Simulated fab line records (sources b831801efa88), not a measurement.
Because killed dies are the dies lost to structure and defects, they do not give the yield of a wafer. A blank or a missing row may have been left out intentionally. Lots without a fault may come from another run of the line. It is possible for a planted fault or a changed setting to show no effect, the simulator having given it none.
Chamber matching	flow gf180mcu	GF_V4_CMP_26 on cmp-02: 4 sister chambers
The step polishes, stops on SiO2, t overpolish 15 s, target thk 0 nm. 8 wafers are shown with their chamber, then 7 later ones without.

WAFERS WITH THEIR CHAMBER
wafer	chamber	motor_current_A (A)	overpolish_run_s (s)
L946.3	1	13.5	15.008
L947.1	1	12.9	15.007
L947.5	2	12.5	15.003
L948.1	3	10.6	15.005
L948.2	0	10.6	15.002
L948.4	2	12.4	14.976
L954.1	0	10.5	14.986
L954.4	3	10.8	15.009

WAFERS WITH NO CHAMBER GIVEN
wafer	motor_current_A (A)	overpolish_run_s (s)
L954.5	13.0	14.993
L958.1	12.9	14.998
L958.4	13.5	15.001
L958.6	10.4	14.996
L960.2	12.4	15.002
L960.4	13.0	15.012
L960.5	12.7	14.999

EACH ONE'S CHAMBER
wafer	from the rows above	in truth
L954.5	can't be placed: 1 or 2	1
L958.1	can't be placed: 1 or 2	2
L958.4	1	1
L958.6	can't be placed: 0 or 3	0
L960.2	2	2
L960.4	1	1
L960.5	can't be placed: 2 or 1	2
Correct placement for 3 of the 7. Unplaceable from these rows: 4, with the true chamber sitting among the candidates in 4. 0 placed wrongly.
How it was worked out, from the rows above alone: a wafer's distance from a chamber is the root of the sum, over the readings, of the square of ((its reading less the chamber's mean) divided by the reading's scatter). The wafer belongs to the nearest chamber; if the next one is less than 2 further off, it can't be placed. Each chamber's mean is taken over the wafers shown for it. The scatter: take each reading less its chamber's mean, square it, sum over the shown wafers, divide by the number of wafers less the number of chambers, and take the root.
